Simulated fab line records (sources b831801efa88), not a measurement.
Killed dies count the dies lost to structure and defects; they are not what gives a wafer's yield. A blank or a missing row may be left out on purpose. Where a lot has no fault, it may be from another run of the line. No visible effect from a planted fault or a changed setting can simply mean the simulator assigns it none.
Split-lot study -- flow gf180mcu -- 23 wafers read from 5 lots, route of 602 steps

## THE SPLIT
At GF_V2_COAT_09 (resist thk 1000 nm), the setting resist_thk_nm was moved away from the recipe's 1000 nm on 7 of the 23 wafers read, by -1.8% to +5.7%. For the rest of the wafers, this setting stayed at what the recipe calls for.

## FROM THE SPLIT TO THE READING: what the file shows between them, 3 steps
- GF_V2_DEVELOP_13: develop time 60 s (also split here: dev_temp_c)
- GF_V2_ETCH_16: etches BARC in N2/H2
- GF_V2_ETCH_17: etches SiO2 in C4F8/O2/Ar, stops on TiN, target depth 630 nm

## THE READING
oes_product_au, in a.u., at GF_V2_STRIP_18 (strips in O2/N2). Fault-free wafers of this fab line usually give 0.593 a.u., standard deviation 0.0051 a.u.

wafer,"tool, chamber at the split","resist_thk_nm as run, nm",against the recipe,"oes_product_au, a.u.",against lot-mates on the recipe
L075.1,"litho_track-01, 0",1000,recipe,0.591,-
L075.2,"litho_track-01, 0",1000,recipe,0.583,-
L075.3,"litho_track-01, 0",1000,recipe,0.589,-
L075.4,"litho_track-01, 0",1000,recipe,0.599,-
L075.5,"litho_track-01, 0",1000,recipe,0.595,-
L076.2,"litho_track-01, 0",1057,+5.7%,0.611,+0.018
L076.3,"litho_track-01, 0",1000,recipe,0.593,-
L076.4,"litho_track-01, 0",1057,+5.7%,0.618,+0.025
L076.5,"litho_track-01, 0",1000,recipe,0.592,-
L076.6,"litho_track-01, 0",1057,+5.7%,0.608,+0.015
L082.1,"litho_track-01, 0",981.5,-1.8%,0.583,-0.014
L082.2,"litho_track-01, 0",1000,recipe,0.594,-
L082.4,"litho_track-01, 0",1000,recipe,0.602,-
L082.5,"litho_track-01, 0",1000,recipe,0.594,-
L082.6,"litho_track-01, 0",981.5,-1.8%,0.588,-0.009
L083.1,"litho_track-02, 0",1000,recipe,0.581,-
L083.2,"litho_track-02, 0",1000,recipe,0.595,-
L083.3,"litho_track-02, 0",1000,recipe,0.584,-
L083.4,"litho_track-02, 0",1054,+5.4%,0.617,+0.030
L083.6,"litho_track-02, 0",1054,+5.4%,0.612,+0.025
L084.2,"litho_track-03, 0",1000,recipe,0.596,-
L084.3,"litho_track-03, 0",1000,recipe,0.598,-
L084.5,"litho_track-03, 0",1000,recipe,0.593,-

THE FIT
A straight line over all 23 wafers: oes_product_au changes by +0.00371 a.u. for each +1% of resist_thk_nm; r = +0.87; the points scatter about the line by 0.0053 a.u.
The same after taking each lot's own level away (the mean of its wafers on the recipe; 23 wafers): +0.00425 a.u. for each +1%; r = +0.91; scatter 0.0049 a.u.
The reading moves by 0.024 a.u. for the largest change in resist_thk_nm, on that fit.
Measured against the standard deviation above, the lots' own levels, which go from 0.5867 to 0.5967 a.u., span 2.0 times it.
In other words, the slope is changed by the lot-to-lot level; the two fits disagree.
Check: +0.0251 a.u. against its lot-mates is what the line predicts for one of the wafers moved furthest among these (+5.7%) when that wafer is left out of the fit. It came out at +0.0185 a.u. against them.

## THE OTHER SPLITS THESE WAFERS WENT THROUGH
These wafers also went through other splits before the reading. Each is held against what the fit with the lots' levels taken away leaves over:
other split on the same wafers,wafers away from the commonest value,r with oes_product_au (lot level and that fit taken away)
GF_V1_PEB_12 peb_time_s,3,-0.17
GF_V1_CVD_23 pressure_torr,15,+0.04
GF_M2_EXPOSE_11 dose_mj,11,+0.11
GF_V2_DEVELOP_13 dev_temp_c,11,-0.46

## THE WHOLE CHAIN: every reading that the file lists as answering this split, in the file's order
step,what it does,reading,change (the file's fit),r (the file's)
GF_V2_COAT_09,resist thk 1000 nm,"KrF_of_V2_COAT_09.thk_nm (the simulator's own value, which no gauge read)",+10.1 nm for each +1% of the setting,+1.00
GF_V2_STRIP_18,strips in O2/N2,oes_product_au,+0.00434 a.u. for each +1% of the setting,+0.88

## FILE'S OWN FIT
oes_product_au changes by +0.00434 a.u. for each +1% of resist_thk_nm, r = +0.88.
